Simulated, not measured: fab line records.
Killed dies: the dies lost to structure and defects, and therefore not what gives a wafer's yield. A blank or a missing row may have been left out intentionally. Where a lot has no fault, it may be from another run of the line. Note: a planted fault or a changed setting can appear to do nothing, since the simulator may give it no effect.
fab line records + flow sfq-line
record:
- lots: 14
- wafers: 41
- last-day: 82
route steps=325 shown L0V@16
lots with no fault: from the same line, run without faults
start-h: hours from the record's opening day to when the first of the lot's shown wafers began + wait-h: hours elapsed since this lot's preceding step + " repeats the value in the row above + L1.1+2: a row that stands for several wafers + - either no value or no given start + * or withheld: withheld + < > ~ a bound
route shown NAME@n: names a module that has steps shown in the file, with the first one's number in the route + usual: average and standard deviation across the fault-free wafers + same: alike in all rows + chamber/n: place in a boat + sites: each site's reading + _std_site: how widely they spread, as a standard deviation + _edge_site: the outer-site mean with the inner-site mean subtracted + radius-mm: how far each site lies from the wafer's centre + mask NAME#n: copy n + behind: the most recent tool/chamber to have shaped the wafer + hold: cause of the lot's hold/its duration in hours/its outcome + device: the transistor (n, p or np) that didn't switch + end of line: tests run on the same wafers once the route is complete + a step without rows: its recipe alone + killed: dies lost to structure and defects at the first sort, not the wafer's yield + map: the dies of a wafer, with x for killed, . for not killed, _ for no die there
set.NAME: the run value of the setting; set.NAME@STEP: its run value at that earlier step + model.NAME: the simulator's own value behind a step, which no gauge read
route steps across a sampled set of lots; one table per step, one row per wafer
services: the hour from which a tool's chamber was out of use, counted from the record's first day as start-h (under 0 if before that day), plus the number of hours and why
== steps ==
step: SFQ_TRILAYER_L0_CAP_PECVD_011
recipe:
- material: SiO2
- temp-c: 150
- time-s: 13.333
- pressure-torr: 2.4
- rf-w: 183.3
- precursor: SiH4/N2O
- target-thk-nm: 60
usual:
- heater-power-w: 85/15
- throttle-valve-pct: 25.3/0.92
| lot.wafer | tool     | chamber | start-h | wait-h | heater-power-w | throttle-valve-pct |
|-----------|----------|---------|---------|--------|----------------|--------------------|
| L426.1    | pecvd-03 | 0       | 28.00   | 0.0    | 90             | 25.6               |
| L426.2    | "        | 2       | "       | "      | 48             | 26.3               |
| L426.5    | "        | 0       | "       | "      | 90             | 25.5               |
| L427.1    | pecvd-04 | 0       | 30.90   | 0.0    | 97             | 26.3               |
| L427.2    | "        | 1       | "       | "      | 87             | 25.2               |
| L427.3    | "        | 2       | "       | "      | 106            | 25.1               |
| L428.2    | pecvd-03 | 1       | 35.70   | 0.0    | 71             | 26.7               |
| L428.4    | "        | 1       | "       | "      | 73             | 26.4               |
| L428.6    | "        | 0       | "       | "      | 81             | 25.8               |
| L429.3    | pecvd-04 | 2       | 41.70   | 0.0    | 100            | 24.7               |
| L429.4    | "        | 1       | "       | "      | 90             | 25.3               |
| L429.6    | "        | 2       | "       | "      | 100            | 25.0               |
| L430.1    | pecvd-02 | 1       | 46.50   | 0.0    | 71             | 24.6               |
| L430.2    | "        | 0       | "       | "      | 103            | 23.8               |
| L430.6    | "        | 0       | "       | "      | 100            | 23.7               |
| L431.4    | pecvd-04 | 0       | 51.31   | 0.0    | 98             | 26.4               |
| L431.5    | "        | 1       | "       | "      | 90             | 25.4               |
| L431.6    | "        | 2       | "       | "      | 100            | 25.1               |
| L432.3    | pecvd-02 | 1       | 57.30   | 0.0    | 76             | 24.7               |
| L432.4    | "        | 2       | "       | "      | 80             | 24.2               |
| L432.6    | "        | 0       | "       | "      | 110            | 24.1               |
| L433.2    | pecvd-02 | 1       | 62.10   | 0.0    | 75             | 24.7               |
| L433.3    | "        | 0       | "       | "      | 110            | 24.0               |
| L433.6    | "        | 2       | "       | "      | 85             | 24.3               |
| L436.1    | pecvd-02 | 0       | 75.30   | 0.0    | 105            | 23.9               |
| L436.3    | "        | 1       | "       | "      | 85             | 24.6               |
| L437.2    | pecvd-02 | 0       | 84.12   | 0.0    | 110            | 23.8               |
| L437.5    | "        | 0       | "       | "      | 110            | 24.0               |
| L437.6    | "        | 2       | "       | "      | 89             | 24.3               |
| L444.1    | pecvd-03 | 1       | 120.12  | 0.0    | 80             | 26.6               |
| L444.2    | "        | 2       | "       | "      | 58             | 26.1               |
| L444.3    | "        | 0       | "       | "      | 85             | 25.8               |
| L447.1    | pecvd-02 | 1       | 140.57  | 0.0    | 71             | 25.2               |
| L447.2    | "        | 2       | "       | "      | 81             | 24.4               |
| L447.5    | "        | 2       | "       | "      | 79             | 24.2               |
| L448.2    | pecvd-04 | 1       | 144.19  | 0.0    | 86             | 25.5               |
| L448.4    | "        | 2       | "       | "      | 105            | 25.5               |
| L448.6    | "        | 1       | "       | "      | 85             | 25.5               |
| L449.2    | pecvd-03 | 0       | 152.57  | 0.0    | 89             | 25.7               |
| L449.3    | "        | 1       | "       | "      | 70             | 26.4               |
| L449.4    | "        | 0       | "       | "      | 90             | 25.4               |
step: SFQ_TRILAYER_L0_VIA_ETCH_VIA_ETCH_016
recipe:
- target: SiO2
- stop-on: MoNx_KI
- mask-material: PR
- chemistry: CHF3
- target-depth-nm: 80
- source-w: 500
- bias-w: 80
- pressure-mtorr: 30
- time-s: withheld
usual:
- drypump-motor-current-A: 5.7/0.56
- oes-product-au: 0.843/0.0079
| lot.wafer | tool        | chamber | start-h | wait-h | drypump-motor-current-A | oes-product-au |
|-----------|-------------|---------|---------|--------|-------------------------|----------------|
| L426.1    | rie-diel-04 | 2       | 95.20   | 0.0    | 5.7                     | 0.855          |
| L426.2    | "           | 1       | "       | "      | 6.2                     | 0.849          |
| L426.5    | "           | 3       | "       | "      | 6.2                     | 0.845          |
| L427.1    | rie-diel-02 | 0       | 97.60   | 0.0    | 6.4                     | 0.841          |
| L427.2    | "           | 2       | "       | "      | 5.6                     | 0.848          |
| L427.3    | "           | 1       | "       | "      | 4.8                     | 0.844          |
| L428.2    | rie-diel-03 | 1       | 101.20  | 0.0    | 6.5                     | 0.830          |
| L428.4    | "           | 3       | "       | "      | 5.2                     | 0.850          |
| L428.6    | "           | 0       | "       | "      | 5.1                     | 0.862          |
| L429.3    | rie-diel-03 | 3       | 109.60  | 0.0    | 5.2                     | 0.833          |
| L429.4    | "           | 0       | "       | "      | 5.1                     | 0.852          |
| L429.6    | "           | 2       | "       | "      | 6.5                     | 0.849          |
| L430.1    | rie-diel-03 | 2       | 114.40  | 0.0    | 6.5                     | 0.844          |
| L430.2    | "           | 3       | "       | "      | 5.2                     | 0.830          |
| L430.6    | "           | 3       | "       | "      | 5.2                     | 0.834          |
| L431.4    | rie-diel-02 | 2       | 122.80  | 0.0    | 5.6                     | 0.856          |
| L431.5    | "           | 0       | "       | "      | 6.4                     | 0.851          |
| L431.6    | "           | 1       | "       | "      | 4.8                     | 0.847          |
| L432.3    | rie-diel-02 | 2       | 128.80  | 0.0    | 5.6                     | 0.835          |
| L432.4    | "           | 1       | "       | "      | 4.8                     | 0.843          |
| L432.6    | "           | 3       | "       | "      | 5.8                     | 0.845          |
| L433.2    | rie-diel-03 | 1       | 133.60  | 0.0    | 6.5                     | 0.835          |
| L433.3    | "           | 0       | "       | "      | 5.0                     | 0.836          |
| L433.6    | "           | 0       | "       | "      | 5.1                     | 0.835          |
| L436.1    | rie-diel-03 | 3       | 152.32  | 0.0    | 5.3                     | 1.000          |
| L436.3    | "           | 1       | "       | "      | 6.5                     | 0.833          |
| L437.2    | rie-diel-04 | 0       | 199.69  | 0.0    | 5.5                     | 0.837          |
| L437.5    | "           | 3       | "       | "      | 6.2                     | 1.001          |
| L437.6    | "           | 2       | "       | "      | 5.6                     | 0.840          |
| L444.1    | rie-diel-02 | 3       | 236.90  | 0.0    | 5.8                     | 0.842          |
| L444.2    | "           | 2       | "       | "      | 5.6                     | 0.834          |
| L444.3    | "           | 0       | "       | "      | 6.4                     | 0.852          |
| L447.1    | rie-diel-02 | 2       | 258.05  | 0.0    | 5.6                     | 0.846          |
| L447.2    | "           | 0       | "       | "      | 6.4                     | 0.837          |
| L447.5    | "           | 1       | "       | "      | 4.8                     | 0.839          |
| L448.2    | rie-diel-03 | 2       | 261.64  | 0.0    | 6.5                     | 0.853          |
| L448.4    | "           | 3       | "       | "      | 5.3                     | 0.847          |
| L448.6    | "           | 0       | "       | "      | 5.1                     | 0.857          |
| L449.2    | rie-diel-04 | 0       | 268.85  | 0.0    | 5.5                     | 0.847          |
| L449.3    | "           | 3       | "       | "      | 6.2                     | 0.838          |
| L449.4    | "           | 1       | "       | "      | 6.2                     | 0.849          |
== services ==
| tool        | chamber | start-h | hours | kind           |
|-------------|---------|---------|-------|----------------|
| rie-diel-02 | 3       | 32.21   | 2.9   | repair         |
| rie-diel-02 | -       | 61.97   | 0.3   | repair         |
| pecvd-04    | -       | 78.92   | 5.5   | pm             |
| rie-diel-03 | 2       | 79.06   | -     | clean          |
| rie-diel-03 | 2       | 79.06   | 22.8  | scheduled-down |
| rie-diel-03 | 2       | 79.06   | 22.8  | vent-cycle     |
| rie-diel-04 | 1       | 97.18   | 1.9   | repair         |
| rie-diel-03 | 1       | 97.72   | 2.7   | repair         |
| pecvd-03    | -       | 115.38  | 0.9   | repair         |
| rie-diel-03 | 2       | 128.09  | 6.2   | repair         |
| rie-diel-02 | 2       | 142.93  | -     | clean          |
| rie-diel-03 | -       | 158.55  | 15.6  | pm             |
| rie-diel-02 | -       | 166.59  | 0.8   | repair         |
| pecvd-04    | 0       | 169.88  | 5.1   | repair         |
| rie-diel-03 | 0       | 176.75  | 2.4   | repair         |
| pecvd-04    | -       | 185.89  | 1.4   | repair         |
| rie-diel-03 | 0       | 187.89  | 10.4  | repair         |
| pecvd-03    | -       | 194.25  | 14.0  | pm             |
| pecvd-02    | -       | 198.89  | 0.4   | repair         |
| rie-diel-02 | 1       | 201.96  | 6.2   | repair         |
| rie-diel-03 | 2       | 209.47  | 2.8   | repair         |
| rie-diel-02 | 0       | 219.41  | 14.0  | repair         |
| rie-diel-02 | -       | 245.14  | 1.8   | repair         |
| pecvd-02    | 1       | 261.42  | 7.0   | repair         |
== key ==
first-sign:
- step: SFQ_TRILAYER_L0_VIA_ETCH_VIA_ETCH_016
- reading: oes-product-au
- direction: up
- sigmas: 20
- usual: 0.843
- struck: 1.001
effect none on later readings
met-at SFQ_TRILAYER_L0_CAP_PECVD_011
struck-lots L436,L437
struck-wafers L436.1,L437.5
onset-between 62.10 75.30
fault:
- kind: process-parameter-drift
- tool: pecvd-02
- chamber: -
- onset-h: 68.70
- steps: SFQ_TRILAYER_L0_CAP_PECVD_011
- channel: time-s
- offset: *
- shape: step
- end-h: 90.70
- scope: struck-wafers-only
- acts-in: *
- stated: *
